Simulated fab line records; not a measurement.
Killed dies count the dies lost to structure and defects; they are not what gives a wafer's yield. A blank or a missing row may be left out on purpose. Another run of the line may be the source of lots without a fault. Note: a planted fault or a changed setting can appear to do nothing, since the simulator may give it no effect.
Split-lot trial | flow gf180mcu | route with 602 steps; 5 lots, 23 wafers read

== SPLIT DETAILS ==
At GF_SAB_CVD_00 (deposits SiO2 from TEOS, target thk 50 nm, time 4.9302 s), the setting time s was moved away from the recipe's 4.9302 s on 8 of the 23 wafers read, by -13.0% to +11.0%. All remaining wafers had this setting at the recipe value.

No step appears in the file between the split and the reading.

== THE READING ==
At GF_SAB_THK_MEAS_01: SAB_CVD_00_THK, given in nm. On this fab line, fault-free wafers typically give 50.2 nm with a standard deviation of 0.7 nm.

wafer  | tool, chamber at the split | time s as run, s | against the recipe | SAB_CVD_00_THK, nm | against lot-mates on the recipe
L075.1 | pecvd-02, 1                | 4.9302           | recipe             | 49.4               | -
L075.2 | pecvd-02, 2                | 4.9302           | recipe             | 49.3               | -
L075.4 | pecvd-02, 0                | 4.9302           | recipe             | 50.4               | -
L075.5 | pecvd-02, 1                | 4.9302           | recipe             | 50.1               | -
L075.6 | pecvd-02, 2                | 4.9302           | recipe             | 50.0               | -
L082.1 | pecvd-01, 2                | 4.9302           | recipe             | 48.1               | -
L082.2 | pecvd-01, 1                | 5.472            | +11.0%             | 54.8               | +5.9
L082.3 | pecvd-01, 0                | 4.9302           | recipe             | 49.6               | -
L082.4 | pecvd-01, 1                | 5.472            | +11.0%             | 55.0               | +6.1
L082.5 | pecvd-01, 0                | 5.472            | +11.0%             | 56.1               | +7.2
L083.2 | pecvd-02, 1                | 4.9302           | recipe             | 50.8               | -
L083.3 | pecvd-02, 0                | 4.9302           | recipe             | 50.6               | -
L083.4 | pecvd-02, 0                | 4.9302           | recipe             | 51.1               | -
L084.1 | pecvd-02, 1                | 4.9302           | recipe             | 51.0               | -
L084.2 | pecvd-02, 0                | 4.287            | -13.0%             | 43.4               | -8.0
L084.3 | pecvd-02, 2                | 4.287            | -13.0%             | 43.4               | -8.0
L084.4 | pecvd-02, 1                | 4.9302           | recipe             | 51.7               | -
L084.5 | pecvd-02, 0                | 4.287            | -13.0%             | 44.4               | -7.0
L085.1 | pecvd-02, 1                | 4.292            | -12.9%             | 44.4               | -6.5
L085.2 | pecvd-02, 2                | 4.292            | -12.9%             | 42.9               | -8.0
L085.3 | pecvd-02, 0                | 4.9302           | recipe             | 50.5               | -
L085.4 | pecvd-02, 2                | 4.9302           | recipe             | 50.3               | -
L085.6 | pecvd-02, 1                | 4.9302           | recipe             | 51.8               | -

THE FIT
A straight line over all 23 wafers: SAB_CVD_00_THK changes by +0.489 nm for each +1% of time s; r = +0.97; the points scatter about the line by 0.88 nm.
The same after taking each lot's own level away (the mean of its wafers on the recipe; 23 wafers): +0.578 nm for each +1%; r = +0.99; scatter 0.56 nm.
That fit puts the effect of the largest move of time s on the reading at 7.5 nm.
The span of the lots' own levels, 48.85 to 51.35 nm, comes to 3.6 times the standard deviation stated above.
So the slope is not independent of the lot-to-lot level: the two fits are not the same.
Check: for one of the wafers moved furthest among these (-13.0%), held out of the fit, the line's prediction against its lot-mates is -7.43 nm. It came out at -7.95 nm against them.

== ADDITIONAL SPLITS CARRIED BY THESE WAFERS ==
These wafers also went through other splits before the reading. Each is held against what the fit with the lots' levels taken away leaves over:
other split on the same wafers  | wafers away from the commonest value | r with SAB_CVD_00_THK (lot level and that fit taken away)
GF_HV_LDD_COAT_14 resist thk nm | 8                                    | +0.04
GF_HV_LDD_IMPLANT_21 energy kev | 5                                    | +0.10
GF_HV_LDD_IMPLANT_33 dose cm2   | 10                                   | +0.47
GF_HV_LDD_IMPLANT_48 energy kev | 11                                   | +0.12
GF_HV_LDD_CVD_56 time s         | 15                                   | +0.03
GF_PSD_COAT_02 spin rpm         | 4                                    | +0.00
GF_PSD_EXPOSE_04 dose mj        | 2                                    | +0.11

== THE WHOLE CHAIN: every reading that the file lists as answering this split, in the file's order ==
step               | what it does                                             | reading                                                                    | change (the file's fit)               | r (the file's)
GF_SAB_CVD_00      | deposits SiO2 from TEOS, target thk 50 nm, time 4.9302 s | SiO2_of_SAB_CVD_00.thk nm (the simulator's own value, which no gauge read) | +0.574 nm for each +1% of the setting | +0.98
GF_SAB_THK_MEAS_01 |                                                          | SAB_CVD_00_THK                                                             | +0.576 for each +1% of the setting    | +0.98

== FILE'S OWN FIT ==
SAB_CVD_00_THK changes by +0.576 nm for each +1% of time s, r = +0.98.
